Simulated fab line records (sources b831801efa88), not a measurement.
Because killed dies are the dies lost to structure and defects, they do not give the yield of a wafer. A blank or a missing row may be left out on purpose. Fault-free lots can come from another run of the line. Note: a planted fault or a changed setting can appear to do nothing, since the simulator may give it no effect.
Struck lot and sound lot, side by side + flow sky130 + 22 steps out of a route of 708
Sound: these wafers, L969.2, L969.3, L969.6. Wafers struck: L988.4, L988.5, L988.6. The cause is given at the end.
Each step with rows lists, per side, the tool, then ch with its chambers, then its first start. Under that, the readings that differ: sound wafers + struck wafers + difference of the means + sigmas: that difference in standard deviations of wafers without a fault.
alike: readings whose means differ by less than 2 such deviations, and words and numbers that are the same on both sides. not compared: withheld readings, readings that some wafer has no value for, bounds like >300 that may hide the same value, and numbers for which the record gives no deviation and whose values overlap.
The two part at a step that has a row with sigmas, a row that says differs or no value, or rows on one side only. Numbers that don't overlap but have no deviation are shown without sigmas and don't part them. Lack of a reading on every wafer of one side parts them only where that side has two or more wafers.

first, 6 steps without rows for these wafers: SKY_LDD_HVN_HMDS_01 (prime time 60 s); SKY_LDD_HVN_COAT_02 (resist thk 300 nm); SKY_LDD_HVN_SOFTBAKE_03 (time 60 s); SKY_LDD_HVN_EXPOSE_04 (exposes mask HVNTM, target cd 700 nm); SKY_LDD_HVN_PEB_05; SKY_LDD_HVN_DEVELOP_06 (develop time 60 s).
SKY_LDD_HVN_OVL_MEAS_07:
  struck on overlay-02, day 27 12:44; sound on overlay-02, day 20 10:31
  alike: LDD_HVN_OVL
after that, 1 step had no rows for these wafers: SKY_LDD_HVN_IMPLANT_08.
SKY_LDD_HVN_STRIP_09: strips in O2/N2.
  sound on plasma_asher-02 ch 0,1, day 20 10:42; struck on plasma_asher-03 ch 0,1, day 27 12:56
  alike: drypump_motor_current_A, n2_flow_sccm, oes_product_au, strip_time_to_endpoint_s
  not compared: rf_hours_counter_h
SKY_LDD_HVN_TW_MEAS_10:
  struck on film_metro-01, day 27 13:02; sound on film_metro-01, day 20 10:49
  alike: LDD_HVN_TW
then, 2 steps without rows for these wafers: SKY_LDD_HVP_DEHYDRATE_00 (time 60 s); SKY_LDD_HVP_HMDS_01 (prime time 60 s).
SKY_LDD_HVP_COAT_02: resist thk 300 nm.
  sound on litho_track-04 ch 0, day 21 01:58; struck on litho_track-04 ch 0, day 28 02:13
| reading                                      | sound                | struck               | difference | sigmas      |
|----------------------------------------------|----------------------|----------------------|------------|-------------|
| spin_speed_rpm (rpm)                         | 3002.3 3001.5 2998.4 | 2753.3 2751.6 2748.8 | -249.5     | -99 or more |
| model.NOVOLAK_of_LDD_HVP_COAT_02.thk_nm (nm) | 298.9 298.8 299.8    | 313.1 313.5 313.4    | +14.2      |             |
  alike: resist_line_temp_C
then, 3 steps without rows for these wafers: SKY_LDD_HVP_SOFTBAKE_03 (time 60 s); SKY_LDD_HVP_EXPOSE_04 (exposes mask HVPTM, target cd 700 nm); SKY_LDD_HVP_PEB_05.
SKY_LDD_HVP_DEVELOP_06: develop time 60 s.
  sound on litho_track-02 ch 0, day 21 17:01; struck on litho_track-01 ch 0, day 28 16:14
| reading                                      | sound             | struck          | difference | sigmas |
|----------------------------------------------|-------------------|-----------------|------------|--------|
| model.NOVOLAK_of_LDD_HVP_COAT_02.thk_nm (nm) | 298.5 298.4 299.4 | 312.7 313.1 313 | +14.2      |        |
  alike: resist_line_temp_C
SKY_LDD_HVP_OVL_MEAS_07:
  struck on overlay-02, day 28 16:20; sound on overlay-02, day 21 17:09
  alike: LDD_HVP_OVL
after that, 1 step had no rows for these wafers: SKY_LDD_HVP_IMPLANT_08.
SKY_LDD_HVP_STRIP_09: strips in O2/N2.
  sound on plasma_asher-04 ch 0, day 21 17:20; struck on plasma_asher-02 ch 0,1, day 28 16:32
| reading                      | sound             | struck            | difference | sigmas |
|------------------------------|-------------------|-------------------|------------|--------|
| strip_time_to_endpoint_s (s) | 4.124 4.108 4.124 | 4.312 4.296 4.307 | +0.186     | +12    |
  alike: drypump_motor_current_A, n2_flow_sccm, oes_product_au
  not compared: rf_hours_counter_h
SKY_LDD_HVP_TW_MEAS_10:
  struck on film_metro-04, day 28 16:38; sound on film_metro-03, day 21 17:26
  alike: LDD_HVP_TW
SKY_PAD_OPEN_PROBE_99:
  rows exist in the record for the sound wafers here (prober-01, day 45 19:59), none for the struck ones

== WHERE THEY PART ==
First at SKY_LDD_HVP_COAT_02; last, within this record, at SKY_PAD_OPEN_PROBE_99.

WHY: what had been put in by the simulator
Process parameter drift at SKY_LDD_HVP_COAT_02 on litho_track-04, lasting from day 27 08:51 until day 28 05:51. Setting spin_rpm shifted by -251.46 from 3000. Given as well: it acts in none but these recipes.
